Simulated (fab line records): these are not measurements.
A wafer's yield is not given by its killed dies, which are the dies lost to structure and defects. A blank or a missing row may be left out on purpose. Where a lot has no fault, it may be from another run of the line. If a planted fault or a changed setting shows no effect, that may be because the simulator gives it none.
A struck lot beside a sound one || flow sky130 || 24 out of 708 route steps
Sound: wafers L104.2, L104.3, L104.4. Wafers L112.2, L112.5, L112.6 were the ones struck. At the end, the cause is stated.
Order at every step that has rows: each side's tool, ch and its chambers, its first start. Under that, the readings that differ: sound wafers || struck wafers || difference of the means || sigmas: that difference in standard deviations of wafers without a fault.
alike: same words and numbers on both sides, and readings whose means sit less than 2 such deviations apart. not compared: any withheld reading, any reading some wafer has no value for, any bound like >300 that may hide the same value, and any number with overlapping values for which the record gives no deviation.
A row with sigmas, a row that says differs or no value, or rows on one side alone: a step with any of these is where the two part. Numbers that don't overlap but have no deviation are shown without sigmas and don't part them. Lack of a reading on every wafer of one side parts them only where that side has two or more wafers.

SKY_METAL3_METAL_ETCH_18: etches the open film in Cl2/BCl3, stops on SiO2, target depth 845 nm, time 183.1 s.
  sound on rieMetal-01 ch 0,1, day 39 09:33; struck on rieMetal-01 ch 0,1, day 41 23:51
  alike: drypumpMotorCurrentA, oesProductAu, throttleValvePct
  not compared: rfHoursCounterH
SKY_METAL3_STRIP_19: strips in O2/N2.
  sound on plasmaAsher-01 ch 0,1, day 39 09:44; struck on plasmaAsher-02 ch 0,1, day 42 00:02
  alike: drypumpMotorCurrentA, oesProductAu, stripTimeToEndpointS
  not compared: rfHoursCounterH
then, 4 steps without rows for these wafers: SKY_METAL3_STRIP_20 (strips in post etch residue remover, time 1200 s); SKY_METAL3_CLEAN_21 (cleans in IPA, time 180 s); SKY_METAL3_CLEAN_22 (cleans in O3/DIW); SKY_VIA3_HDPCVD_00 (deposits SiO2, target thk 1635 nm, time 272.5 s).
SKY_VIA3_THK_MEAS_01:
  struck on filmMetro-02, day 42 00:48; sound on filmMetro-02, day 39 10:30
  alike: VIA3_HDPCVD_THK
SKY_VIA3_CMP_02: polishes SiO2.
  sound on cmp-02 ch 0,2,3, day 39 10:33; struck on cmp-01 ch 0,1,2, day 42 01:00
  alike: motorCurrentA
SKY_VIA3_BOW_MEAS_03:
  struck on filmMetro-01, day 42 01:10; sound on filmMetro-03, day 39 10:52
  alike: VIA3_BOW
then, 3 steps without rows for these wafers: SKY_VIA3_DEHYDRATE_04 (time 60 s); SKY_VIA3_HMDS_05 (prime time 60 s); SKY_VIA3_COAT_06 (resist thk 60 nm).
SKY_VIA3_COAT_07: resist thk 450 nm.
  sound on lithoTrack-01 ch 0, day 39 22:00; struck on lithoTrack-01 ch 0, day 42 13:00
{"reading": "spinSpeedRpm (rpm)", "sound": "3001.7 2998.1 2998.1", "struck": "3555.1 3558.1 3559.8", "difference": "+558.4", "sigmas": "+99 or more"}
{"reading": "model.KrF-thick_of_VIA3_COAT_07.thkNm (nm)", "sound": "453.2 452.1 450.7", "struck": "412.9 414 413", "difference": -38.7, "sigmas": ""}
  alike: chillPlateTempC
SKY_VIA3_SOFTBAKE_08: time 93.82 s.
  sound: lithoTrack-01 ch 0; struck: lithoTrack-01 ch 0
  alike: chillPlateTempC, heaterPowerTotalW, plateSensorTCentreC, plateSensorTEdgeC
then, 3 steps without rows for these wafers: SKY_VIA3_EXPOSE_09 (exposes mask VIM3, target cd 200 nm); SKY_VIA3_PEB_10; SKY_VIA3_DEVELOP_11 (develop time 60 s).
SKY_VIA3_CD_MEAS_12: the cd target is 200 nm.
  struck on cdSem-02, day 43 01:17; sound on cdSem-01, day 40 11:10
{"reading": "cdNm (nm)", "sound": "198.1 199.4 200.1", "struck": "201.8 202.6 201.6", "difference": "+2.8", "sigmas": "+3"}
SKY_VIA3_OVL_MEAS_13:
  struck on overlay-02, day 43 01:24; sound on overlay-01, day 40 11:17
  alike: VIA3_OVL
SKY_VIA3_ETCH_14: etches BARC in N2/H2, stops on SiO2, time 45.9 s, target depth 60 nm.
  sound on rieDiel-03 ch 1,2,3, day 40 11:19; struck on rieDiel-01 ch 0,1, day 43 01:26
  alike: drypumpMotorCurrentA, oesProductAu, throttleValvePct
  not compared: rfHoursCounterH
SKY_VIA3_ETCH_15: etches SiO2 in C4F8/O2/Ar, stops on TiN, target depth 507 nm, time 78 s.
  sound on rieDiel-03 ch 1,2,3, day 40 11:21; struck on rieDiel-01 ch 0,1, day 43 01:28
{"reading": "model.KrF-thick_of_VIA3_COAT_07.thkNm (nm)", "sound": "290.7 292.2 294.1", "struck": "250.1 252.1 251.4", "difference": -41.1, "sigmas": ""}
  alike: oesProductAu
SKY_VIA3_STRIP_16: strips in O2/N2.
  sound on plasmaAsher-02 ch 0,1, day 40 11:25; struck on plasmaAsher-03 ch 0,1, day 43 01:32
{"reading": "oesProductAu (a.u.)", "sound": "0.397 0.402 0.409", "struck": "0.380 0.383 0.382", "difference": -0.021, "sigmas": -5}
{"reading": "stripTimeToEndpointS (s)", "sound": "4.122 4.129 4.171", "struck": "3.679 3.709 3.691", "difference": -0.448, "sigmas": -16}
  alike: drypumpMotorCurrentA
  not compared: rfHoursCounterH
then, 1 step without rows for these wafers: SKY_VIA3_STRIP_17 (strips in post etch residue remover, time 1200 s).
SKY_PAD_OPEN_PROBE_99:
  sound wafers here have rows in the record (prober-01, day 46 09:40); struck ones have none

WHERE THEY PART
At SKY_VIA3_COAT_07 first; at SKY_PAD_OPEN_PROBE_99 last (within this record only).

WHY: what the simulator had put in
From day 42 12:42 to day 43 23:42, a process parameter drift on lithoTrack-01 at SKY_VIA3_COAT_07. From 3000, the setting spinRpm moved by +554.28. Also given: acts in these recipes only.
